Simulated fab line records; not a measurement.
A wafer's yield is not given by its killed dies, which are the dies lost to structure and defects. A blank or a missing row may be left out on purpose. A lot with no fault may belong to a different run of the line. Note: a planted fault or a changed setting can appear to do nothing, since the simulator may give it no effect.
fab line records ; flow gf180mcu ; part 1 of 2: steps 1 to 25 of 35
record: lots: 5; wafers: 15; last_day: 33
route steps=602 shown SALICIDE@281 CONTACT@287 M1@315
lots untouched by any fault: they come from a run of this same line in which no faults occurred
start_h: hours from the record's opening day to when the first of the lot's shown wafers began ; wait_h: time in hours since the lot's previous step ; " identical to the entry in the row above ; L1.1+2: a row that stands for several wafers ; - no value, or no start given ; * or withheld: withheld ; < > ~ a bound
route shown NAME@n: a module of which the file shows steps, and the number in the route of the first ; usual: mean/standard deviation of fault-free wafers ; same: alike in all rows ; chamber/n: place in a boat ; sites: the reading at each site ; _std_site: the standard deviation of these ; _edge_site: the outer-site mean with the inner-site mean subtracted ; radius_mm: how far each site lies from the wafer's centre ; mask NAME#n: copy n ; behind: the last tool/chamber to shape the wafer ; hold: cause of the lot's hold/its duration in hours/its outcome ; device: the transistor (n, p or np) that didn't switch ; end of line: tests run on the same wafers once the route is complete ; where a step has no rows: the recipe by itself ; killed: dies lost to structure and defects at the first sort, not the wafer's yield ; map: shows each die of a wafer: x if killed, . if not, _ if none is there
set.NAME: the setting as run; set.NAME@STEP: as run at that earlier step ; model.NAME: the simulator's own value behind a step, which no gauge read
lots at selected steps of the route; one table per step, one row per wafer
services: when a tool's chamber went out of use (start_h, in hours from the record's first day, below 0 if earlier), for how many hours, and the reason
== steps ==
step: GF_SALICIDE_SPUTTER_03
recipe: material: TiN; target_thk_nm: 20; power_w: 6500; time_s: 16.7; chamber_pressure_pa: 0.4
usual: throttle_valve_pct: 30.4/0.98
lot.wafer;tool;chamber;start_h;wait_h;throttle_valve_pct
L077.3;pvd_sputter-02;-;370.82;0.0;31.0
L077.4;pvd_sputter-02;-;370.82;0.0;29.1
L077.5;pvd_sputter-02;-;370.82;0.0;29.0
L078.3;pvd_sputter-04;-;393.93;0.0;29.8
L078.4;pvd_sputter-04;-;393.93;0.0;31.5
L078.6;pvd_sputter-04;-;393.93;0.0;31.8
L085.1;pvd_sputter-03;-;454.76;0.0;31.2
L085.3;pvd_sputter-03;-;454.76;0.0;30.3
L085.6;pvd_sputter-03;-;454.76;0.0;30.2
L087.1;pvd_sputter-04;-;462.44;0.0;29.8
L087.4;pvd_sputter-04;-;462.44;0.0;27.9
L087.6;pvd_sputter-04;-;462.44;0.0;31.6
L090.1;pvd_sputter-03;-;486.31;0.0;30.2
L090.4;pvd_sputter-03;-;486.31;0.0;30.3
L090.6;pvd_sputter-03;-;486.31;0.0;30.3
step: GF_SALICIDE_RS_MEAS_04
recipe: thk_meas_gauge: four-point-probe; reads: TiN_of_SALICIDE_SPUTTER_03+Co_of_SALICIDE_SPUTTER_02
usual: SALICIDE_TIN_RS: 16.4/0.31
lot.wafer;tool;chamber;start_h;wait_h;SALICIDE_TIN_RS[ohm/sq]
L077.3;film_metro-03;-;370.89;0.1;16.3
L077.4;film_metro-03;-;370.89;0.1;16.2
L077.5;film_metro-03;-;370.89;0.1;16.5
L078.3;film_metro-01;-;393.99;0.1;16.6
L078.4;film_metro-01;-;393.99;0.1;16.5
L078.6;film_metro-01;-;393.99;0.1;16.2
L085.1;film_metro-01;-;454.79;0.0;16.8
L085.3;film_metro-01;-;454.79;0.0;16.6
L085.6;film_metro-01;-;454.79;0.0;16.5
L087.1;film_metro-04;-;462.47;0.0;16.6
L087.4;film_metro-04;-;462.47;0.0;16.5
L087.6;film_metro-04;-;462.47;0.0;16.5
L090.1;film_metro-01;-;486.34;0.0;16.6
L090.4;film_metro-01;-;486.34;0.0;16.5
L090.6;film_metro-01;-;486.34;0.0;16.1
step: GF_SALICIDE_THK_MEAS_05
recipe: thk_meas_gauge: xrf; reads: TiN_of_SALICIDE_SPUTTER_03
usual: SALICIDE_TIN_THK: 19.72/0.25
lot.wafer;tool;chamber;start_h;wait_h;SALICIDE_TIN_THK[nm]
L077.3;film_metro-03;-;370.99;0.1;20.22
L077.4;film_metro-03;-;370.99;0.1;19.85
L077.5;film_metro-03;-;370.99;0.1;19.86
L078.3;film_metro-01;-;394.09;0.1;19.87
L078.4;film_metro-01;-;394.09;0.1;19.68
L078.6;film_metro-01;-;394.09;0.1;19.67
L085.1;film_metro-01;-;454.91;0.1;19.53
L085.3;film_metro-01;-;454.91;0.1;19.53
L085.6;film_metro-01;-;454.91;0.1;19.75
L087.1;film_metro-04;-;462.59;0.1;20.09
L087.4;film_metro-04;-;462.59;0.1;19.85
L087.6;film_metro-04;-;462.59;0.1;19.73
L090.1;film_metro-01;-;486.46;0.1;19.87
L090.4;film_metro-01;-;486.46;0.1;19.77
L090.6;film_metro-01;-;486.46;0.1;19.85
step: GF_SALICIDE_RTA_06
recipe: temp_c: 530; time_s: 30; ambient: N2
usual: lamp_power_pct: 6.3/0.45; wafer_temp_C_max: 531.8/0.65
lot.wafer;tool;chamber;start_h;wait_h;lamp_power_pct;wafer_temp_C_max
L077.3;rtp_anneal-01;0;371.06;0.1;5.9;530.8
L077.4;rtp_anneal-01;0;371.06;0.1;5.9;531.5
L077.5;rtp_anneal-01;0;371.06;0.1;5.9;531.5
L078.3;rtp_anneal-02;0;394.16;0.1;6.8;532.9
L078.4;rtp_anneal-02;0;394.16;0.1;6.8;532.7
L078.6;rtp_anneal-02;0;394.16;0.1;6.8;533.1
L085.1;rtp_anneal-02;0;454.97;0.1;6.8;532.5
L085.3;rtp_anneal-02;0;454.97;0.1;6.8;532.4
L085.6;rtp_anneal-02;0;454.97;0.1;6.8;532.2
L087.1;rtp_anneal-01;0;462.65;0.1;5.9;531.8
L087.4;rtp_anneal-01;0;462.65;0.1;5.9;530.9
L087.6;rtp_anneal-01;0;462.65;0.1;5.9;531.1
L090.1;rtp_anneal-01;0;486.52;0.1;5.9;531.3
L090.4;rtp_anneal-01;0;486.52;0.1;5.9;531.1
L090.6;rtp_anneal-01;0;486.52;0.1;5.9;531.2
step: GF_SALICIDE_WET_ETCH_07
recipe: chemistry: SPM; target_depth_nm: 120; dry: n2_spin
lot.wafer;tool;chamber;start_h;wait_h
L077.3+4+5;wet_bench-03;3;371.13;0.1
L078.3+4+6;wet_bench-04;2;394.23;0.1
L085.1+3+6;wet_bench-04;1;455.07;0.1
L087.1+4+6;wet_bench-04;3;462.75;0.1
L090.1+4+6;wet_bench-04;1;486.72;0.2
step: GF_SALICIDE_RTA_08
recipe: temp_c: 800; time_s: 30; ambient: N2
usual: lamp_power_pct: 17.9/1.2; wafer_temp_C_max: 803.0/1.2
lot.wafer;tool;chamber;start_h;wait_h;lamp_power_pct;wafer_temp_C_max
L077.3;rtp_anneal-02;0;371.25;0.0;18.9;803.3
L077.4;rtp_anneal-02;0;371.25;0.0;18.9;802.8
L077.5;rtp_anneal-02;0;371.25;0.0;18.9;805.1
L078.3;rtp_anneal-01;0;394.36;0.0;16.4;802.0
L078.4;rtp_anneal-01;0;394.36;0.0;16.4;801.8
L078.6;rtp_anneal-01;0;394.36;0.0;16.4;802.7
L085.1;rtp_anneal-01;0;455.16;0.0;16.4;802.1
L085.3;rtp_anneal-01;0;455.16;0.0;16.4;801.8
L085.6;rtp_anneal-01;0;455.16;0.0;16.4;801.6
L087.1;rtp_anneal-02;0;462.84;0.0;18.9;804.2
L087.4;rtp_anneal-02;0;462.84;0.0;18.9;803.3
L087.6;rtp_anneal-02;0;462.84;0.0;18.9;805.5
L090.1;rtp_anneal-02;0;486.81;0.0;18.9;803.3
L090.4;rtp_anneal-02;0;486.81;0.0;18.9;804.0
L090.6;rtp_anneal-02;0;486.81;0.0;18.9;802.6
step: GF_CONTACT_CVD_00
recipe: material: SiO2; target_thk_nm: 300; sigma_open_frac: 0.3; temp_c: 400; time_s: 50; sih4_flow_sccm: 60; pressure_mtorr: 6
lot.wafer;tool;chamber;start_h;wait_h
L077.3+4+5;hdpcvd-01;2,2,1;371.32;0.1
L078.3+4+6;hdpcvd-02;2,2,1;394.42;0.1
L085.1+3+6;hdpcvd-01;2,0,2;455.26;0.1
L087.1+4+6;hdpcvd-01;1,1,2;462.94;0.1
L090.1+4+6;hdpcvd-01;0,2,1;487.01;0.2
step: GF_CONTACT_THK_MEAS_01
recipe: reads: SiO2_of_CONTACT_CVD_00
usual: CONTACT_CVD_00_THK: 298/4.5
lot.wafer;tool;chamber;start_h;wait_h;CONTACT_CVD_00_THK[nm]
L077.3;film_metro-03;-;371.39;0.0;297
L077.4;film_metro-03;-;371.39;0.0;292
L077.5;film_metro-03;-;371.39;0.0;295
L078.3;film_metro-03;-;394.49;0.0;304
L078.4;film_metro-03;-;394.49;0.0;306
L078.6;film_metro-03;-;394.49;0.0;307
L085.1;film_metro-04;-;455.30;0.0;297
L085.3;film_metro-04;-;455.30;0.0;297
L085.6;film_metro-04;-;455.30;0.0;298
L087.1;film_metro-03;-;462.99;0.0;293
L087.4;film_metro-03;-;462.99;0.0;294
L087.6;film_metro-03;-;462.99;0.0;292
L090.1;film_metro-04;-;487.05;0.0;292
L090.4;film_metro-04;-;487.05;0.0;291
L090.6;film_metro-04;-;487.05;0.0;295
step: GF_CONTACT_CVD_02
recipe: material: SiO2; target_thk_nm: 860; precursor: TEOS; temp_c: 400; time_s: 95.992; rf_w: 600
usual: heater_power_w: 647/100
lot.wafer;tool;chamber;start_h;wait_h;heater_power_w
L077.3;pecvd-03;1;371.43;0.0;611
L077.4;pecvd-03;1;371.43;0.0;491
L077.5;pecvd-03;2;371.43;0.0;640
L078.3;pecvd-02;2;394.53;0.0;656
L078.4;pecvd-02;0;394.53;0.0;634
L078.6;pecvd-02;2;394.53;0.0;712
L085.1;pecvd-03;1;455.36;0.1;529
L085.3;pecvd-03;0;455.36;0.1;544
L085.6;pecvd-03;0;455.36;0.1;587
L087.1;pecvd-02;0;463.05;0.1;623
L087.4;pecvd-02;1;463.05;0.1;800
L087.6;pecvd-02;0;463.05;0.1;640
L090.1;pecvd-04;0;487.11;0.1;581
L090.4;pecvd-04;0;487.11;0.1;620
L090.6;pecvd-04;1;487.11;0.1;588
step: GF_CONTACT_THK_MEAS_03
recipe: reads: SiO2_of_CONTACT_CVD_02
usual: CONTACT_CVD_02_THK: 866/12
lot.wafer;tool;chamber;start_h;wait_h;CONTACT_CVD_02_THK[nm]
L077.3;film_metro-03;-;371.52;0.1;847
L077.4;film_metro-03;-;371.52;0.1;870
L077.5;film_metro-03;-;371.52;0.1;865
L078.3;film_metro-04;-;394.62;0.1;855
L078.4;film_metro-04;-;394.62;0.1;880
L078.6;film_metro-04;-;394.62;0.1;872
L085.1;film_metro-04;-;455.47;0.1;848
L085.3;film_metro-04;-;455.47;0.1;873
L085.6;film_metro-04;-;455.47;0.1;873
L087.1;film_metro-04;-;463.12;0.0;851
L087.4;film_metro-04;-;463.12;0.0;865
L087.6;film_metro-04;-;463.12;0.0;871
L090.1;film_metro-02;-;487.18;0.0;861
L090.4;film_metro-02;-;487.18;0.0;882
L090.6;film_metro-02;-;487.18;0.0;871
step: GF_CONTACT_CMP_04
recipe: material: SiO2; down_force_psi: 4; platen_rpm: 60; pad_velocity_m_s: 0.94248
usual: motor_current_A: 11.6/0.86; retaining_ring_pressure_frac: 1.000/0.0052; time_to_endpoint_s: 114/7.1
lot.wafer;tool;chamber;start_h;wait_h;motor_current_A;retaining_ring_pressure_frac;time_to_endpoint_s
L077.4;cmp-02;3;371.61;0.1;10.7;1.001;107
L077.3;cmp-02;0;371.61;0.1;11.4;1.003;111
L077.5;cmp-02;2;371.61;0.1;11.8;0.991;108
L078.3;cmp-01;0;394.66;0.0;11.4;1.009;113
L078.4;cmp-01;3;394.66;0.0;13.3;1.000;125
L078.6;cmp-01;1;394.66;0.0;10.9;0.995;122
L085.3;cmp-01;2;455.58;0.1;11.7;1.001;108
L085.1;cmp-01;3;455.58;0.1;12.3;1.013;100
L085.6;cmp-01;2;455.58;0.1;11.8;1.000;107
L087.1;cmp-02;0;463.23;0.1;11.8;1.001;112
L087.4;cmp-02;1;463.23;0.1;12.6;0.994;121
L087.6;cmp-02;3;463.23;0.1;10.5;1.002;116
L090.1;cmp-02;0;487.29;0.1;11.9;1.008;119
L090.4;cmp-02;1;487.29;0.1;12.3;1.003;131
L090.6;cmp-02;0;487.29;0.1;11.7;1.009;124
step: GF_CONTACT_BOW_MEAS_05
recipe: mode: bow
usual: CONTACT_BOW: 65/6.8
lot.wafer;tool;chamber;start_h;wait_h;CONTACT_BOW[um]
L077.3;film_metro-04;-;371.90;0.2;62
L077.4;film_metro-04;-;371.90;0.2;51
L077.5;film_metro-04;-;371.90;0.2;63
L078.3;film_metro-04;-;395.00;0.3;67
L078.4;film_metro-04;-;395.00;0.3;73
L078.6;film_metro-04;-;395.00;0.3;81
L085.1;film_metro-03;-;455.83;0.1;55
L085.3;film_metro-03;-;455.83;0.1;66
L085.6;film_metro-03;-;455.83;0.1;73
L087.1;film_metro-02;-;463.48;0.2;64
L087.4;film_metro-02;-;463.48;0.2;67
L087.6;film_metro-02;-;463.48;0.2;69
L090.1;film_metro-03;-;487.54;0.2;70
L090.4;film_metro-03;-;487.54;0.2;67
L090.6;film_metro-03;-;487.54;0.2;79
step: GF_CONTACT_DEHYDRATE_06
recipe: temp_c: 200; time_s: 60
usual: exhaust_pa: 45.2/0.84; resist_line_temp_C: 22.98/0.1
lot.wafer;tool;chamber;start_h;wait_h;exhaust_pa;resist_line_temp_C
L077.3;litho_track-01;0;383.10;11.2;43.8;22.96
L077.4;litho_track-01;0;383.10;11.2;44.6;22.85
L077.5;litho_track-01;0;383.10;11.2;44.7;22.78
L078.3;litho_track-01;0;405.40;10.4;44.0;22.93
L078.4;litho_track-01;0;405.40;10.4;45.6;22.85
L078.6;litho_track-01;0;405.40;10.4;45.1;22.97
L085.1;litho_track-02;0;468.31;12.5;44.1;23.01
L085.3;litho_track-02;0;468.31;12.5;45.8;23.10
L085.6;litho_track-02;0;468.31;12.5;44.4;22.93
L087.1;litho_track-02;0;475.01;11.5;45.6;22.87
L087.4;litho_track-02;0;475.01;11.5;45.2;22.76
L087.6;litho_track-02;0;475.01;11.5;46.4;22.90
L090.1;litho_track-02;0;499.31;11.7;45.5;22.84
L090.4;litho_track-02;0;499.31;11.7;45.4;23.00
L090.6;litho_track-02;0;499.31;11.7;44.6;22.92
step: GF_CONTACT_HMDS_07
recipe: prime_time_s: 60; prime_temp_c: 120
usual: exhaust_pa: 44.9/0.96; resist_line_temp_C: 23.00/0.1
lot.wafer;tool;chamber;start_h;wait_h;exhaust_pa;resist_line_temp_C
L077.3;litho_track-01;0;383.25;0.1;44.8;22.98
L077.4;litho_track-01;0;383.25;0.1;44.8;23.21
L077.5;litho_track-01;0;383.25;0.1;45.8;23.04
L078.3;litho_track-01;0;405.55;0.1;46.8;23.06
L078.4;litho_track-01;0;405.55;0.1;46.1;23.24
L078.6;litho_track-01;0;405.55;0.1;45.8;23.08
L085.1;litho_track-02;0;468.46;0.1;43.8;22.92
L085.3;litho_track-02;0;468.46;0.1;44.9;23.02
L085.6;litho_track-02;0;468.46;0.1;44.7;22.97
L087.1;litho_track-02;0;475.16;0.1;43.3;23.26
L087.4;litho_track-02;0;475.16;0.1;45.1;23.16
L087.6;litho_track-02;0;475.16;0.1;44.4;23.16
L090.1;litho_track-02;0;499.46;0.1;44.8;22.96
L090.4;litho_track-02;0;499.46;0.1;44.1;23.01
L090.6;litho_track-02;0;499.46;0.1;44.1;23.17
step: GF_CONTACT_COAT_08
recipe: resist: BARC; temp_c: withheld; time_s: withheld; spin_rpm: withheld; resist_thk_nm: withheld
usual: exhaust_pa: 44.7/0.95; resist_line_temp_C: *
lot.wafer;tool;chamber;start_h;wait_h;exhaust_pa;resist_line_temp_C
L077.3;litho_track-01;0;383.40;0.1;43.4;*
L077.4;litho_track-01;0;383.40;0.1;46.4;*
L077.5;litho_track-01;0;383.40;0.1;45.8;*
L078.3;litho_track-01;0;405.70;0.1;45.1;*
L078.4;litho_track-01;0;405.70;0.1;44.1;*
L078.6;litho_track-01;0;405.70;0.1;43.7;*
L085.1;litho_track-02;0;468.61;0.1;43.8;*
L085.3;litho_track-02;0;468.61;0.1;43.7;*
L085.6;litho_track-02;0;468.61;0.1;43.8;*
L087.1;litho_track-02;0;475.31;0.1;45.2;*
L087.4;litho_track-02;0;475.31;0.1;45.0;*
L087.6;litho_track-02;0;475.31;0.1;44.1;*
L090.1;litho_track-02;0;499.61;0.1;45.2;*
L090.4;litho_track-02;0;499.61;0.1;43.9;*
L090.6;litho_track-02;0;499.61;0.1;43.7;*
step: GF_CONTACT_COAT_09
recipe: resist: KrF; spin_rpm: withheld; resist_thk_nm: 1000
usual: exhaust_pa: 45.1/0.89; resist_line_temp_C: 23.02/0.1
lot.wafer;tool;chamber;start_h;wait_h;exhaust_pa;resist_line_temp_C
L077.3;litho_track-01;0;-;-;44.2;23.03
L077.4;litho_track-01;0;-;-;45.3;22.99
L077.5;litho_track-01;0;-;-;45.8;23.09
L078.3;litho_track-01;0;-;-;44.9;22.98
L078.4;litho_track-01;0;-;-;44.1;23.12
L078.6;litho_track-01;0;-;-;45.1;23.02
L085.1;litho_track-02;0;-;-;45.4;23.23
L085.3;litho_track-02;0;-;-;43.5;23.06
L085.6;litho_track-02;0;-;-;43.6;23.00
L087.1;litho_track-02;0;-;-;43.3;23.10
L087.4;litho_track-02;0;-;-;44.9;22.85
L087.6;litho_track-02;0;-;-;44.8;23.12
L090.1;litho_track-02;0;-;-;44.3;22.99
L090.4;litho_track-02;0;-;-;45.4;23.02
L090.6;litho_track-02;0;-;-;45.0;22.80
step: GF_CONTACT_SOFTBAKE_10
recipe: temp_c: 130; time_s: 60; resist: KrF
usual: exhaust_pa: 44.9/0.93; resist_line_temp_C: 23.01/0.11
lot.wafer;tool;chamber;start_h;wait_h;exhaust_pa;resist_line_temp_C
L077.3;litho_track-01;0;-;-;42.9;22.98
L077.4;litho_track-01;0;-;-;42.7;22.84
L077.5;litho_track-01;0;-;-;42.7;22.96
L078.3;litho_track-01;0;-;-;43.4;23.13
L078.4;litho_track-01;0;-;-;44.1;23.12
L078.6;litho_track-01;0;-;-;44.5;22.97
L085.1;litho_track-02;0;-;-;45.9;22.83
L085.3;litho_track-02;0;-;-;44.0;22.75
L085.6;litho_track-02;0;-;-;44.4;22.97
L087.1;litho_track-02;0;-;-;46.3;23.08
L087.4;litho_track-02;0;-;-;45.2;23.15
L087.6;litho_track-02;0;-;-;46.1;23.08
L090.1;litho_track-02;0;-;-;44.6;23.10
L090.4;litho_track-02;0;-;-;44.8;23.12
L090.6;litho_track-02;0;-;-;44.6;22.86
step: GF_CONTACT_EXPOSE_11
recipe: mask_id: Contact; target_cd_nm: 220; na: 0.68; source_shape: conventional; sigma_outer: 0.6; dose_mj: 38
lot.wafer;tool;chamber;start_h;wait_h;mask
L077.3+4+5;krf_scanner-02;0;-;-;Contact#0
L078.3+4+6;krf_scanner-02;0;-;-;Contact#0
L085.1+3+6;krf_scanner-01;0;-;-;Contact#0
L087.1+4+6;krf_scanner-01;0;-;-;Contact#0
L090.1+4+6;krf_scanner-02;0;-;-;Contact#0
step: GF_CONTACT_PEB_12
recipe: peb_temp_c: 135; peb_time_s: 90; resist: KrF
usual: exhaust_pa: 45.1/0.86; resist_line_temp_C: 23.00/0.11
lot.wafer;tool;chamber;start_h;wait_h;exhaust_pa;resist_line_temp_C
L077.3;litho_track-03;0;-;-;45.3;22.60
L077.4;litho_track-03;0;-;-;46.3;22.91
L077.5;litho_track-03;0;-;-;45.0;22.89
L078.3;litho_track-02;0;-;-;44.8;22.85
L078.4;litho_track-02;0;-;-;44.4;22.76
L078.6;litho_track-02;0;-;-;46.2;22.83
L085.1;litho_track-02;0;-;-;45.9;22.98
L085.3;litho_track-02;0;-;-;44.8;22.97
L085.6;litho_track-02;0;-;-;44.9;23.08
L087.1;litho_track-02;0;-;-;44.6;23.06
L087.4;litho_track-02;0;-;-;46.8;23.06
L087.6;litho_track-02;0;-;-;44.9;23.14
L090.1;litho_track-03;0;-;-;44.7;23.04
L090.4;litho_track-03;0;-;-;45.4;23.08
L090.6;litho_track-03;0;-;-;44.0;23.12
step: GF_CONTACT_DEVELOP_13
recipe: develop_time_s: 60; resist: KrF; dev_temp_c: 21
usual: exhaust_pa: 45.1/0.91; resist_line_temp_C: 23.00/0.11
lot.wafer;tool;chamber;start_h;wait_h;exhaust_pa;resist_line_temp_C
L077.3;litho_track-03;0;394.44;0.1;44.2;22.84
L077.4;litho_track-03;0;394.44;0.1;44.8;22.91
L077.5;litho_track-03;0;394.44;0.1;45.4;22.99
L078.3;litho_track-02;0;416.86;0.1;44.6;22.98
L078.4;litho_track-02;0;416.86;0.1;44.6;22.85
L078.6;litho_track-02;0;416.86;0.1;45.5;22.89
L085.1;litho_track-02;0;479.81;0.2;43.8;23.01
L085.3;litho_track-02;0;479.81;0.2;43.8;23.10
L085.6;litho_track-02;0;479.81;0.2;44.7;23.00
L087.1;litho_track-02;0;487.66;0.2;42.3;23.01
L087.4;litho_track-02;0;487.66;0.2;42.7;22.84
L087.6;litho_track-02;0;487.66;0.2;43.1;23.04
L090.1;litho_track-03;0;511.29;0.2;45.4;23.15
L090.4;litho_track-03;0;511.29;0.2;44.7;23.08
L090.6;litho_track-03;0;511.29;0.2;45.9;23.14
step: GF_CONTACT_CD_MEAS_14
recipe: target_cd_nm: 220
usual: cd_nm: 219.6/1.6
lot.wafer;tool;chamber;start_h;wait_h;cd_nm
L077.3;cd_sem-01;-;394.58;0.1;219.6
L077.4;cd_sem-01;-;394.58;0.1;218.6
L077.5;cd_sem-01;-;394.58;0.1;217.4
L078.3;cd_sem-01;-;417.00;0.1;218.2
L078.4;cd_sem-01;-;417.00;0.1;218.4
L078.6;cd_sem-01;-;417.00;0.1;218.0
L085.1;cd_sem-01;-;479.96;0.1;220.7
L085.3;cd_sem-01;-;479.96;0.1;221.4
L085.6;cd_sem-01;-;479.96;0.1;220.0
L087.1;cd_sem-01;-;487.81;0.1;217.9
L087.4;cd_sem-01;-;487.81;0.1;219.4
L087.6;cd_sem-01;-;487.81;0.1;217.9
L090.1;cd_sem-02;-;511.44;0.1;222.8
L090.4;cd_sem-02;-;511.44;0.1;221.4
L090.6;cd_sem-02;-;511.44;0.1;221.1
step: GF_CONTACT_OVL_MEAS_15
usual: CONTACT_OVL: 4/4.9
lot.wafer;tool;chamber;start_h;wait_h;CONTACT_OVL[nm]
L077.3;overlay-01;-;394.67;0.1;10
L077.4;overlay-01;-;394.67;0.1;7
L077.5;overlay-01;-;394.67;0.1;-3
L078.3;overlay-02;-;417.09;0.1;9
L078.4;overlay-02;-;417.09;0.1;4
L078.6;overlay-02;-;417.09;0.1;-1
L085.1;overlay-02;-;480.08;0.1;8
L085.3;overlay-02;-;480.08;0.1;13
L085.6;overlay-02;-;480.08;0.1;16
L087.1;overlay-02;-;487.93;0.1;1
L087.4;overlay-02;-;487.93;0.1;6
L087.6;overlay-02;-;487.93;0.1;7
L090.1;overlay-02;-;511.56;0.1;-2
L090.4;overlay-02;-;511.56;0.1;2
L090.6;overlay-02;-;511.56;0.1;1
step: GF_CONTACT_ETCH_16
recipe: chemistry: N2/H2; target_depth_a: withheld; overetch_a: withheld; time_s: withheld; target: BARC; ion_energy_ev: 200; source_w: 500; bias_w: 100; pressure_mtorr: 30; n2_flow_sccm: 100; h2_flow_sccm: 200
usual: drypump_motor_current_A: 5.7/0.53; oes_product_au: 0.856/0.0054; throttle_valve_pct: 13.224/0.0085
lot.wafer;tool;chamber;start_h;wait_h;drypump_motor_current_A;oes_product_au;throttle_valve_pct
L077.3;rie_diel-04;3;394.70;0.0;5.9;0.857;13.226
L077.4;rie_diel-04;2;394.70;0.0;5.1;0.853;13.214
L077.5;rie_diel-04;2;394.70;0.0;5.1;0.856;13.212
L078.3;rie_diel-04;1;417.12;0.0;4.8;0.858;13.211
L078.4;rie_diel-04;0;417.12;0.0;5.8;0.851;13.222
L078.6;rie_diel-04;3;417.12;0.0;5.9;0.850;13.223
L085.1;rie_diel-03;2;480.12;0.0;5.9;0.863;13.223
L085.3;rie_diel-03;3;480.12;0.0;5.6;0.850;13.227
L085.6;rie_diel-03;3;480.12;0.0;5.6;0.856;13.214
L087.1;rie_diel-02;3;487.97;0.0;5.2;0.854;13.239
L087.4;rie_diel-02;1;487.97;0.0;6.0;0.858;13.220
L087.6;rie_diel-02;2;487.97;0.0;6.4;0.856;13.232
L090.1;rie_diel-03;2;511.59;0.0;5.9;0.847;13.237
L090.4;rie_diel-03;1;511.59;0.0;6.4;0.847;13.221
L090.6;rie_diel-03;0;511.59;0.0;6.3;0.860;13.237
step: GF_CONTACT_ETCH_17
recipe: chemistry: C4F8/O2/Ar; mask_material: KrF; target: SiO2; stop_on: CoSi2; source_w: 1500; bias_w: 1200; pressure_mtorr: 40; c4f8_flow_sccm: withheld; O2_flow_sccm: 6; Ar_flow_sccm: 300; time_s: withheld; target_depth_a: 8600
usual: oes_product_au: 0.814/0.0048
lot.wafer;tool;chamber;start_h;wait_h;oes_product_au
L077.3;rie_diel-04;3;-;-;0.816
L077.4;rie_diel-04;2;-;-;0.807
L077.5;rie_diel-04;2;-;-;0.811
L078.3;rie_diel-04;1;-;-;0.815
L078.4;rie_diel-04;0;-;-;0.823
L078.6;rie_diel-04;3;-;-;0.826
L085.1;rie_diel-03;2;-;-;0.812
L085.3;rie_diel-03;3;-;-;0.812
L085.6;rie_diel-03;3;-;-;0.823
L087.1;rie_diel-02;3;-;-;0.810
L087.4;rie_diel-02;1;-;-;0.806
L087.6;rie_diel-02;2;-;-;0.814
L090.1;rie_diel-03;2;-;-;0.808
L090.4;rie_diel-03;1;-;-;0.819
L090.6;rie_diel-03;0;-;-;0.814
step: GF_CONTACT_STRIP_18
recipe: chemistry: O2/N2; power_w: 1400; pressure_mtorr: 1500; platen_temp_c: 250; o2_flow_sccm: 3000; n2_flow_sccm: 300; overash_fraction: 0.5
usual: drypump_motor_current_A: 5.5/0.38; heater_power_w: 329/60; oes_product_au: 0.580/0.0049
lot.wafer;tool;chamber;start_h;wait_h;drypump_motor_current_A;heater_power_w;oes_product_au;rf_hours_counter_h
L077.3;plasma_asher-03;1;394.89;-;5.5;330;0.579;-
L077.4;plasma_asher-03;0;394.89;-;5.7;432;0.589;-
L077.5;plasma_asher-03;1;394.89;-;5.5;335;0.581;-
L078.3;plasma_asher-01;1;417.31;-;5.7;262;0.579;-
L078.4;plasma_asher-01;0;417.31;-;4.8;331;0.583;-
L078.6;plasma_asher-01;1;417.31;-;5.7;264;0.574;-
L085.1;plasma_asher-03;1;480.28;-;5.5;313;0.574;4
L085.3;plasma_asher-03;1;480.28;-;5.5;322;0.593;-
L085.6;plasma_asher-03;1;480.28;-;5.5;309;0.579;-
L087.1;plasma_asher-03;1;488.13;-;5.5;318;0.577;5
L087.4;plasma_asher-03;0;488.13;-;5.7;431;0.576;-
L087.6;plasma_asher-03;1;488.13;-;5.5;310;0.577;-
L090.1;plasma_asher-03;0;511.76;-;5.7;430;0.575;8
L090.4;plasma_asher-03;0;511.76;-;5.7;440;0.575;-
L090.6;plasma_asher-03;0;511.76;-;5.7;445;0.585;-
